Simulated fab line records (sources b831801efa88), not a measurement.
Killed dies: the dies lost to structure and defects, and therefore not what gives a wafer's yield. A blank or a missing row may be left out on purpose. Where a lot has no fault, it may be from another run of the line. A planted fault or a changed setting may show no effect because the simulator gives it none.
Which of the tools did it?    flow sky130    42 wafers from 14 lots sampled at 4 of the route's 708 steps

## WHAT THE GAUGES READ, wafer by wafer
The record holds no reading of a measuring or inspecting step that can be judged against a usual standard deviation.

## WHAT TOOL EACH LOT RAN ON (gives the tool, then ch and the chambers of the sampled wafers, and finally the start)
lot   SKY_GATE_OXIDE_STRIP_13               SKY_LDD_HVP_DEVELOP_06             SKY_LDD_HVP_STRIP_09                  SKY_LDD_LDN_STRIP_12
L505  plasma-asher-04 ch 0,1, day 13 12:32  litho-track-02 ch 0, day 21 03:38  plasma-asher-04 ch 0, day 21 03:56    plasma-asher-04 ch 0,1, day 22 11:01
L506  plasma-asher-04 ch 0,1, day 14 03:26  litho-track-03 ch 0, day 21 23:18  plasma-asher-01 ch 0,1, day 21 23:37  plasma-asher-04 ch 0,1, day 23 06:10
L508  plasma-asher-03 ch 0,1, day 14 13:54  litho-track-04 ch 0, day 22 11:03  plasma-asher-04 ch 0,1, day 22 11:23  plasma-asher-04 ch 0,1, day 23 17:28
L509  plasma-asher-03 ch 0,1, day 15 00:59  litho-track-03 ch 0, day 22 18:58  plasma-asher-04 ch 0,1, day 22 19:19  plasma-asher-03 ch 0,1, day 24 01:50
L510  plasma-asher-03 ch 0,1, day 15 11:34  litho-track-03 ch 0, day 23 08:52  plasma-asher-02 ch 0,1, day 23 09:11  plasma-asher-01 ch 0,1, day 24 15:37
L517  plasma-asher-04 ch 0,1, day 18 00:11  litho-track-02 ch 0, day 25 23:17  plasma-asher-04 ch 0,1, day 25 23:35  plasma-asher-01 ch 0,1, day 27 04:31
L519  plasma-asher-04 ch 0,1, day 18 17:02  litho-track-04, day 26 17:21       plasma-asher-04 ch 0,1, day 26 17:40  plasma-asher-03 ch 0,1, day 27 22:34
L520  plasma-asher-02 ch 0,1, day 19 01:05  litho-track-03, day 26 18:55       plasma-asher-04 ch 0,1, day 26 19:16  plasma-asher-01 ch 0,1, day 28 00:22
L521  plasma-asher-04 ch 0,1, day 19 08:11  litho-track-03 ch 0, day 27 04:01  plasma-asher-04 ch 0,1, day 27 04:22  plasma-asher-04 ch 0,1, day 28 08:52
L522  plasma-asher-02 ch 0, day 19 18:14    litho-track-04 ch 0, day 27 12:59  plasma-asher-01 ch 0,1, day 27 13:17  plasma-asher-01 ch 0,1, day 28 18:13
L523  plasma-asher-03 ch 1, day 20 00:32    litho-track-02 ch 0, day 27 20:39  plasma-asher-01 ch 1, day 27 20:59    plasma-asher-03 ch 0,1, day 29 05:21
L524  plasma-asher-03 ch 0,1, day 20 09:15  litho-track-04 ch 0, day 28 02:03  plasma-asher-01 ch 0,1, day 28 02:23  plasma-asher-03 ch 0,1, day 29 06:55
L525  plasma-asher-03 ch 0,1, day 20 14:29  litho-track-04 ch 0, day 28 07:27  plasma-asher-01 ch 0,1, day 28 07:47  plasma-asher-01 ch 0,1, day 29 12:52
L526  plasma-asher-02 ch 0,1, day 21 02:39  litho-track-04 ch 0, day 28 18:15  plasma-asher-01 ch 0,1, day 28 18:35  plasma-asher-01 ch 0,1, day 29 23:26
- SKY_GATE_OXIDE_STRIP_13: strips in O2/N2.
- SKY_LDD_HVP_DEVELOP_06: develop time 60 s.
- SKY_LDD_HVP_STRIP_09: strips in O2/N2.
- SKY_LDD_LDN_STRIP_12: strips in O2/N2.

## WHAT THE TOOLS THEMSELVES READ (means of the sampled wafers that have a number; where no wafer has one, the mark that the record gives instead)
SKY_GATE_OXIDE_STRIP_13.
lot   tool             drypump-motor-current-A (A)  oes-product-au (a.u.)  strip-time-to-endpoint-s (s)
L505  plasma-asher-04  6.4                          0.719                  14.14
L506  plasma-asher-04  6.4                          0.714                  14.21
L508  plasma-asher-03  6.0                          0.717                  14.17
L509  plasma-asher-03  6.0                          0.711                  14.21
L510  plasma-asher-03  6.0                          0.714                  14.17
L517  plasma-asher-04  6.5                          0.715                  14.24
L519  plasma-asher-04  6.5                          0.714                  14.15
L520  plasma-asher-02  5.5                          0.716                  14.16
L521  plasma-asher-04  6.5                          0.720                  14.16
L522  plasma-asher-02  5.4                          0.712                  14.21
L523  plasma-asher-03  5.3                          0.716                  14.19
L524  plasma-asher-03  6.0                          0.714                  14.15
L525  plasma-asher-03  5.7                          0.716                  14.18
L526  plasma-asher-02  5.5                          0.714                  14.19

SKY_LDD_HVP_DEVELOP_06.
lot   tool            chill-plate-temp-C (C)
L505  litho-track-02  23.14
L506  litho-track-03  22.94
L508  litho-track-04  22.99
L509  litho-track-03  22.81
L510  litho-track-03  23.02
L517  litho-track-02  22.91
L519  litho-track-04  -
L520  litho-track-03  -
L521  litho-track-03  22.93
L522  litho-track-04  23.06
L523  litho-track-02  23.01
L524  litho-track-04  22.93
L525  litho-track-04  22.97
L526  litho-track-04  22.91

SKY_LDD_HVP_STRIP_09.
lot   tool             drypump-motor-current-A (A)  oes-product-au (a.u.)  strip-time-to-endpoint-s (s)
L505  plasma-asher-04  6.4                          0.405                  4.131
L506  plasma-asher-01  5.9                          0.411                  4.134
L508  plasma-asher-04  6.5                          0.409                  4.136
L509  plasma-asher-04  6.5                          0.407                  4.128
L510  plasma-asher-02  5.5                          0.414                  4.116
L517  plasma-asher-04  6.4                          0.405                  4.137
L519  plasma-asher-04  6.4                          0.414                  4.143
L520  plasma-asher-04  6.5                          0.408                  4.148
L521  plasma-asher-04  6.5                          0.403                  4.130
L522  plasma-asher-01  5.9                          0.409                  4.139
L523  plasma-asher-01  5.9                          0.409                  4.135
L524  plasma-asher-01  5.9                          0.409                  4.138
L525  plasma-asher-01  5.9                          0.407                  4.119
L526  plasma-asher-01  5.9                          0.406                  4.119

SKY_LDD_LDN_STRIP_12.
lot   tool             drypump-motor-current-A (A)  oes-product-au (a.u.)  strip-time-to-endpoint-s (s)
L505  plasma-asher-04  6.4                          0.714                  14.19
L506  plasma-asher-04  6.4                          0.715                  14.15
L508  plasma-asher-04  6.4                          0.716                  14.13
L509  plasma-asher-03  6.0                          0.713                  14.20
L510  plasma-asher-01  5.8                          0.713                  14.20
L517  plasma-asher-01  5.8                          0.718                  14.13
L519  plasma-asher-03  6.0                          0.719                  14.21
L520  plasma-asher-01  5.9                          0.721                  14.19
L521  plasma-asher-04  6.5                          0.715                  14.11
L522  plasma-asher-01  5.8                          0.720                  14.17
L523  plasma-asher-03  5.7                          0.716                  14.13
L524  plasma-asher-03  5.7                          0.717                  14.14
L525  plasma-asher-01  5.8                          0.717                  14.18
L526  plasma-asher-01  5.8                          0.713                  14.12

## THE ANSWER, worked out from the rows above alone
Rule: the usual values come from the lots themselves. The widest of any qualifying gaps counts: lots, ordered by their means at a reading, are off when they make up no more than a third of the lots, leave a main group of 4 or more, and stand apart from it by 3 or more times the standard deviation of that group's means. Not used: any main group whose means are identical at the precision the tables above print for the reading. Also off: a lot with no number at a reading for which 4 or more lots have one. The other lots that the step has rows for count as sound. After the gauges, taken in route order, come the tools' own readings; for these a lot's mean is taken, as printed above. At the first step where some lot is off, the reading lying furthest off is the one used; lots without a number count as furthest.
Off: L519, L520 (SKY_LDD_HVP_DEVELOP_06, chill-plate-temp-C). Without a number there: L519, L520. The main group has a mean of 22.97 C with a standard deviation of 0.081.
If a tool, at that step or one of the process steps before it, ran each lot that is off and ran no sound lot following the first of them, it fits. None of those tried fits.

## WHAT HAD BEEN PUT IN BY THE SIMULATOR
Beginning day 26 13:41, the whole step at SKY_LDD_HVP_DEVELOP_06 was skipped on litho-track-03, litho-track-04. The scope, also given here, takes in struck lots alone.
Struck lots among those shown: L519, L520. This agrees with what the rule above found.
